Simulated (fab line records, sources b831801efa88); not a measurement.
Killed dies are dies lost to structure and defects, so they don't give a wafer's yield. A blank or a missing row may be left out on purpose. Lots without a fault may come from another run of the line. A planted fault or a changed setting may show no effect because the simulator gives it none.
One fault seen from 2 desks | flow sky130 | each desk has only its own numbers; what lay behind them comes last

THE METROLOGY DESK
What the gauges read, lot by lot, whatever tool the lot ran on: means of the sampled wafers that have a number. A lot is out of limits, marked OUT, if its mean lies more than 4 standard deviations from the usual mean; the brackets give that distance.
Columns: A = LI_CONTACT_OVL at SKY_LI_CONTACT_OVL_MEAS_13, usual -5 nm; B = cd_nm at SKY_LOCAL_INTERCONNECT_CD_MEAS_11, usual 169.7 nm; C = CONTACT_W_RS at SKY_CONTACT_RS_MEAS_25, usual 0.340 ohm/sq; D = CONTACT_W_THK at SKY_CONTACT_THK_MEAS_26, usual 348 nm
lot  | first seen here | A   | B     | C     | D
L197 | day 30 08:01    | -1  | 171.1 | 0.336 | 351
L199 | day 30 15:02    | -7  | 168.4 | 0.328 | 359
L202 | day 31 14:52    | -5  | 168.6 | 0.337 | 350
L208 | day 33 16:23    | 0   | 170.0 | 0.342 | 348
L210 | day 34 05:46    | 4   | 169.5 | 0.341 | 348
L211 | day 34 11:56    | 2   | 169.5 | 0.334 | 356
L212 | day 34 16:23    | -10 | 170.3 | 0.340 | 348
L213 | day 34 18:51    | -7  | 171.0 | 0.341 | 347
L214 | day 35 04:35    | 1   | 169.8 | 0.338 | 348
L215 | day 35 10:28    | -3  | 170.1 | 0.345 | 345
L218 | day 36 06:29    | -9  | 170.9 | 0.344 | 344
This desk's finding: nothing out of limits on any of the 11 lots.

THE TOOL OWNER'S DESK: cvd_w-01
The tool's own readings at SKY_CONTACT_CVD_24 (deposits W, target thk 340 nm, time 102.12 s): means of the sampled wafers that have a number, for each lot that ran on this tool. A lot is out of limits, marked OUT, if its mean lies more than 4 standard deviations from the usual mean; the brackets give that distance.
Columns: A = chamber_pressure_Torr at SKY_CONTACT_CVD_24, usual 40.00 Torr; B = heater_power_outer_w at SKY_CONTACT_CVD_24, usual 573 W; C = heater_power_w at SKY_CONTACT_CVD_24, usual 886 W
lot  | first seen here | A                | B   | C
L197 | day 32 17:29    | 40.06            | 561 | 868
L199 | day 33 00:45    | 40.94 (+11) OUT  | 561 | 862
L202 | day 33 23:22    | 40.84 (+9.6) OUT | 560 | 877
L210 | day 36 13:54    | 40.07            | 561 | 876
L212 | day 37 02:07    | 40.07            | 544 | 883
L213 | day 37 02:13    | 39.99            | 566 | 877
L214 | day 37 12:28    | 40.00            | 587 | 892
L215 | day 37 17:25    | 40.00            | 574 | 881
L218 | day 38 14:35    | 40.05            | 564 | 884
This desk's finding: out of limits on L199, L202; first on L199, day 33 00:45 (chamber_pressure_Torr at SKY_CONTACT_CVD_24). In limits: L197, L210, L212, L213, L214, L215, L218.

PUT TOGETHER
The tool owner's desk could have raised an alarm at day 33 00:45, on L199, L202.
The metrology desk saw nothing out of limits.
The metrology desk has L199, L202 on record, within its limits.
Of the lots named, all ran SKY_CONTACT_CVD_24 on cvd_w-01.

WHAT THE SIMULATOR HAD PUT IN
Process parameter drift: cvd_w-01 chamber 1, from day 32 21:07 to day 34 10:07, at SKY_CONTACT_CVD_24. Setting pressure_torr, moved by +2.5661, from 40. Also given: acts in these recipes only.
Lots struck among those shown: L199, L202.
Hours from the fault's start to each desk's first reading out of limits: the tool owner's desk, 4.
